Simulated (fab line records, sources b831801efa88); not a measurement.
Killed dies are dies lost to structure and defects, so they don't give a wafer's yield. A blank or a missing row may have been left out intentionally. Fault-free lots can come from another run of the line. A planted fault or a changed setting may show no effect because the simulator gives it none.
Which tool did it? ; flow gf180mcu ; Sampling: 9 lots, 26 wafers, 3 of 602 route steps

WHAT THE GAUGES SHOWED, per wafer
GF_M3_THK_MEAS_06: measures by xrf. Usual: M3_ALCU_THK typically reads 450 nm, with standard deviation 5.6.
lot;measured;on;M3_ALCU_THK (nm);flag
L476;day 20 08:40;film-metro-01;450 451 453;
L477;day 20 12:34;film-metro-03;452 448 449;
L478;day 20 19:07;film-metro-03;448 445 447;
L479;day 21 11:54;film-metro-03;444 441 443;
L480;day 21 23:20;film-metro-04;452 454 454;
L488;day 24 18:24;film-metro-01;459 451 451;
L489;day 25 01:45;film-metro-03;444 444;
L498;day 27 21:52;film-metro-03;457 447 457;
L499;day 28 02:42;film-metro-03;441 441 442;

GF_V3_BOW_MEAS_05. Usual: V3_BOW typically reads 117 um, with standard deviation 8.5.
lot;measured;on;V3_BOW (um);flag
L476;day 21 10:19;film-metro-03;114 103 96;
L477;day 21 13:34;film-metro-03;116 114 132;
L478;day 21 19:56;film-metro-04;121 98 112;
L479;day 22 12:28;film-metro-03;117 123 115;
L480;day 22 23:22;film-metro-02;112 115 106;
L488;day 25 16:55;film-metro-03;132 125 113;
L489;day 25 23:58;film-metro-02;129 118;
L498;day 28 18:35;film-metro-02;108 113 122;
L499;day 28 23:31;film-metro-03;117 125 113;

WHICH TOOL RAN EACH LOT (tool, then ch and the chambers of the sampled wafers, then the start)
lot;GF_M3_SPUTTER_00
L476;pvd-sputter-02, day 20 08:20
L477;pvd-sputter-03, day 20 12:13
L478;pvd-sputter-01, day 20 18:45
L479;pvd-sputter-03, day 21 11:32
L480;pvd-sputter-01, day 21 22:59
L488;pvd-sputter-03, day 24 18:03
L489;pvd-sputter-01, day 25 01:22
L498;pvd-sputter-02, day 27 21:32
L499;pvd-sputter-03, day 28 02:22
- GF_M3_SPUTTER_00: material Ti, target thk 37.5 nm, time 150 s.

AS READ BY THE TOOLS THEMSELVES (means over the sampled wafers that have a number; for cases with no such wafer, the mark the record gives instead)
GF_M3_SPUTTER_00. Usual: throttle-valve-pct 29.6 %, standard deviation 1.1.
lot;tool;throttle-valve-pct (%);flag
L476;pvd-sputter-02;30.1;
L477;pvd-sputter-03;30.9;
L478;pvd-sputter-01;28.3;
L479;pvd-sputter-03;30.0;
L480;pvd-sputter-01;29.3;
L488;pvd-sputter-03;29.3;
L489;pvd-sputter-01;28.0;
L498;pvd-sputter-02;30.4;
L499;pvd-sputter-03;29.9;

THE ANSWER, worked out from the rows above alone
Rule: take the mean of a lot's wafers that have a number; if it is more than 3 standard deviations from the usual mean, the lot is off. A lot without any number at a reading at which 4 lots or more have one is off too. Any other lot the step has rows for is counted as sound. Order of review: gauges by route order, followed by the tools' own readings, for which a lot's mean as printed above is used. At the first step where some lot is off, the reading lying furthest off is the one used; lots without a number count as furthest.
None of the lots is off at any reading shown; this tells nothing.

WHAT HAD BEEN PUT IN BY THE SIMULATOR
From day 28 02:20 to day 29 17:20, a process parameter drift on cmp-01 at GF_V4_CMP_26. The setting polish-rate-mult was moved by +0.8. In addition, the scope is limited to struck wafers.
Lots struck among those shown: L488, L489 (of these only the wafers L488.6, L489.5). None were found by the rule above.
